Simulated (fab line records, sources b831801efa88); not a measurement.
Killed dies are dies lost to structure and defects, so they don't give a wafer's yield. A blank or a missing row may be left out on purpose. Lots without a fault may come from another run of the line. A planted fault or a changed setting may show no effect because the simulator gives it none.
A struck lot beside a sound one | flow sky130 | 18 steps out of a route of 708
Sound: wafers L259.1, L259.2, L259.3. Struck: wafers L264.1, L264.3, L264.6. The cause comes at the end.
At each step with rows: each side's tool, then ch and its chambers, then its first start. Under that, the readings that differ: sound wafers | struck wafers | difference of the means | sigmas: that difference in standard deviations of wafers without a fault.
alike: readings whose means differ by less than 2 such deviations, and words and numbers that are the same on both sides. not compared: withheld readings, readings that some wafer has no value for, bounds like >300 that may hide the same value, and numbers for which the record gives no deviation and whose values overlap.
The two part at a step that has a row with sigmas, a row that says differs or no value, or rows on one side only. Numbers that don't overlap but have no deviation are shown without sigmas and don't part them. A reading that every wafer of one side lacks parts them only if that side has two wafers or more.

first, 4 steps without rows for these wafers: SKY_VT_ADJUST_LVTN_SOFTBAKE_14 (time 60 s); SKY_VT_ADJUST_LVTN_EXPOSE_15 (exposes mask HVN STD DERIVED, target cd 600 nm); SKY_VT_ADJUST_LVTN_PEB_16; SKY_VT_ADJUST_LVTN_DEVELOP_17 (develop time 60 s).
SKY_VT_ADJUST_LVTN_OVL_MEAS_18:
  sound on overlay-02, day 11 11:59; struck on overlay-01, day 12 23:24
  alike: VT_ADJUST_LVTN_01_OVL
then, 1 step without rows for these wafers: SKY_VT_ADJUST_LVTN_IMPLANT_19.
SKY_VT_ADJUST_LVTN_STRIP_20: strips in O2/N2.
  sound on plasma_asher-04 ch 0,1, day 11 12:10; struck on plasma_asher-03 ch 0,1, day 12 23:35
  alike: drypump_motor_current_A, oes_product_au, strip_time_to_endpoint_s
  not compared: rf_hours_counter_h
SKY_VT_ADJUST_LVTN_TW_MEAS_21:
  sound on film_metro-01, day 11 12:16; struck on film_metro-04, day 12 23:41
  alike: VT_ADJUST_LVTN_2_TW
then, 4 steps without rows for these wafers: SKY_VT_ADJUST_NCORE_DEHYDRATE_00 (time 60 s); SKY_VT_ADJUST_NCORE_HMDS_01 (prime time 60 s); SKY_VT_ADJUST_NCORE_COAT_02 (resist thk 1140 nm); SKY_VT_ADJUST_NCORE_SOFTBAKE_03 (time 60 s).
SKY_VT_ADJUST_NCORE_EXPOSE_04: exposes mask LVTN COMPLEMENT THIN, target cd 380 nm.
  sound on iline_stepper-02 ch 0, day 12 00:42; struck on iline_stepper-01 ch 0, day 13 11:58
  reading              | sound                | struck               | difference | sigmas
  exposure_dose_mJ_cm2 | 139.11 139.05 138.87 | 143.34 143.52 143.35 | +4.39      | +31
  alike: mask
then, 2 steps without rows for these wafers: SKY_VT_ADJUST_NCORE_PEB_05; SKY_VT_ADJUST_NCORE_DEVELOP_06 (develop time 60 s).
SKY_VT_ADJUST_NCORE_CD_MEAS_07: target cd 380 nm.
  sound on cd_sem-02, day 12 11:22; struck on cd_sem-02, day 14 01:04
  reading    | sound             | struck            | difference | sigmas
  cd_nm (nm) | 377.8 380.5 380.4 | 390.2 390.8 388.9 | +10.4      | +5
SKY_VT_ADJUST_NCORE_OVL_MEAS_08:
  sound on overlay-01, day 12 11:29; struck on overlay-01, day 14 01:11
  alike: VT_ADJUST_NCORE_OVL
-- the record jumps here: 36 days lie between the struck wafers' starts before and after (it left off in module VT_ADJUST_NCORE and takes up again in module PAD_OPEN, whose first step shown is number 708 of the route) --
SKY_PAD_OPEN_PROBE_99:
  sound on prober-02, day 48 16:05; struck on prober-01, day 49 20:19
  alike: killed_at_M0_to_M3, killed_at_M4_up, killed_at_contacts, killed_at_front_end, killed_at_other, killed_dies, killed_on_rim, killed_open, killed_short

WHERE THEY PART
First at SKY_VT_ADJUST_NCORE_EXPOSE_04; last, within this record, at SKY_VT_ADJUST_NCORE_CD_MEAS_07. Later steps at which nothing parts them and some readings are alike: SKY_VT_ADJUST_NCORE_OVL_MEAS_08, SKY_PAD_OPEN_PROBE_99.

WHY: what the simulator had put in
Process parameter drift: iline_stepper-01, from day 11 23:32 on, at SKY_VT_ADJUST_NCORE_EXPOSE_04. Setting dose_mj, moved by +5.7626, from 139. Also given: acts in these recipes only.
